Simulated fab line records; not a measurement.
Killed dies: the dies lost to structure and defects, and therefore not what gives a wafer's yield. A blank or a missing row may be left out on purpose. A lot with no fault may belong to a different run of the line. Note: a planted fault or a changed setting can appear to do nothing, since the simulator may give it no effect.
Split-lot experiment + flow sfqLine + 23 wafers read from 5 lots, route of 325 steps

## THE SPLIT ITSELF
At SFQ_TRILAYER_I1_VIA_LITHO_EXPOSE_050 (exposes mask I1, target cd 500 nm), the setting doseMj was moved away from the recipe's 21.3 on 6 of the 23 wafers read, by -6.6% to +3.6%. All remaining wafers had this setting at the recipe value.

## FROM THE SPLIT TO THE READING: what the file shows between them, 3 steps
- SFQ_TRILAYER_I1_VIA_LITHO_PEB_052: peb time 60 s
- SFQ_TRILAYER_I1_VIA_LITHO_DEVELOP_051: time 60 s
- SFQ_TRILAYER_I1_VIA_BARC_OPEN_VIA_ETCH_071: etches BARC in O2, target depth 125 nm, time 41.7 s

## THE READING
I1.cdNm (the simulator's own value, which no gauge read), in nm, at SFQ_TRILAYER_I1_VIA_ETCH_VIA_ETCH_052 (etches SiO2 in CHF3, stops on Nb, target depth 260 nm). The file does not state a usual value for it. Here, 17 wafers ran the recipe; their average is 499.1 nm with a standard deviation of 1.6 nm.

| wafer  | tool, chamber at the split | doseMj as run | against the recipe | I1.cdNm, nm | against lot-mates on the recipe |
|--------|----------------------------|---------------|--------------------|-------------|---------------------------------|
| L074.1 | krfScanner-01, 0           | 21.3          | recipe             | 496.4       | -                               |
| L074.3 | krfScanner-01, 0           | 21.3          | recipe             | 497.3       | -                               |
| L074.4 | krfScanner-01, 0           | 21.3          | recipe             | 500         | -                               |
| L077.1 | krfScanner-01, 0           | 21.3          | recipe             | 497.6       | -                               |
| L077.3 | krfScanner-01, 0           | 21.3          | recipe             | 497.6       | -                               |
| L077.2 | krfScanner-01, 0           | 21.3          | recipe             | 501.6       | -                               |
| L077.5 | krfScanner-01, 0           | 21.3          | recipe             | 499         | -                               |
| L077.6 | krfScanner-01, 0           | 21.3          | recipe             | 498.4       | -                               |
| L079.1 | krfScanner-02, 0           | 21.3          | recipe             | 498.1       | -                               |
| L079.2 | krfScanner-02, 0           | 21.3          | recipe             | 501.1       | -                               |
| L079.4 | krfScanner-02, 0           | 21.3          | recipe             | 500.8       | -                               |
| L079.5 | krfScanner-02, 0           | 21.3          | recipe             | 501.2       | -                               |
| L079.6 | krfScanner-02, 0           | 21.3          | recipe             | 497.1       | -                               |
| L080.1 | krfScanner-01, 0           | 21.3          | recipe             | 501.1       | -                               |
| L080.2 | krfScanner-01, 0           | 21.3          | recipe             | 498.7       | -                               |
| L080.4 | krfScanner-01, 0           | 19.9          | -6.6%              | 488         | -11.9                           |
| L080.5 | krfScanner-01, 0           | 19.9          | -6.6%              | 490.6       | -9.3                            |
| L080.6 | krfScanner-01, 0           | 19.9          | -6.6%              | 489.1       | -10.8                           |
| L083.1 | krfScanner-02, 0           | 21.3          | recipe             | 499.6       | -                               |
| L083.2 | krfScanner-02, 0           | 22.07         | +3.6%              | 506.6       | +7.4                            |
| L083.3 | krfScanner-02, 0           | 21.3          | recipe             | 498.9       | -                               |
| L083.4 | krfScanner-02, 0           | 22.07         | +3.6%              | 509.1       | +9.9                            |
| L083.6 | krfScanner-02, 0           | 22.07         | +3.6%              | 505.3       | +6.1                            |

THE FIT
A straight line over all 23 wafers: I1.cdNm changes by +1.68 nm for each +1% of doseMj; r = +0.94; the points scatter about the line by 1.8 nm.
The same after taking each lot's own level away (the mean of its wafers on the recipe; 23 wafers): +1.76 nm for each +1%; r = +0.95; scatter 1.6 nm.
On that fit, the largest move of doseMj shifts the reading by 12 nm.
Measured against the standard deviation above, the lots' own levels, which go from 497.90 to 499.90 nm, span 1.3 times it.
The two slopes agree, so the slope changes little with the lot-to-lot level.
Check: for one of the wafers moved furthest among these (-6.6%), held out of the fit, the line's prediction against its lot-mates is -11 nm. It came out at -11.9 nm against them.

## FURTHER SPLITS ON THESE WAFERS
Note: prior to the reading, these wafers also went through further splits. Each is held against what the fit with the lots' levels taken away leaves over:
| other split on the same wafers                 | wafers away from the commonest value | r with I1.cdNm (lot level and that fit taken away) |
|------------------------------------------------|--------------------------------------|----------------------------------------------------|
| SFQ_TRILAYER_INCOMING_OXIDATION_002 tempC      | 18                                   | -0.16                                              |
| SFQ_TRILAYER_L0_LITHO_COAT_010 resistThkNm     | 10                                   | -0.06                                              |
| SFQ_TRILAYER_L0_BARC_OPEN_METAL_ETCH_010 timeS | 3                                    | +0.05                                              |
| SFQ_TRILAYER_M0_LITHO_EXPOSE_022 doseMj        | 11                                   | +0.17                                              |
| SFQ_TRILAYER_M0_LITHO_PEB_024 pebTimeS         | 6                                    | -0.21                                              |
| SFQ_TRILAYER_I0_VIA_LITHO_PEB_034 pebTempC     | 4                                    | -0.15                                              |
| SFQ_TRILAYER_M1_ETCH_METAL_ETCH_042 timeS      | 5                                    | +0.00                                              |

## THE WHOLE CHAIN: every reading that the file lists as answering this split, in the file's order
| step                                       | what it does                                          | reading                                                  | change (the file's fit)              | r (the file's) |
|--------------------------------------------|-------------------------------------------------------|----------------------------------------------------------|--------------------------------------|----------------|
| SFQ_TRILAYER_I1_VIA_BARC_OPEN_VIA_ETCH_071 | etches BARC in O2, target depth 125 nm, time 41.7 s   | I1.cdNm (the simulator's own value, which no gauge read) | +1.68 nm for each +1% of the setting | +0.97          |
| SFQ_TRILAYER_I1_VIA_ETCH_VIA_ETCH_052      | etches SiO2 in CHF3, stops on Nb, target depth 260 nm | I1.cdNm (the simulator's own value, which no gauge read) | +1.75 nm for each +1% of the setting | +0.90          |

## FILE'S OWN FIT
I1.cdNm changes by +1.75 nm for each +1% of doseMj, r = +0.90.
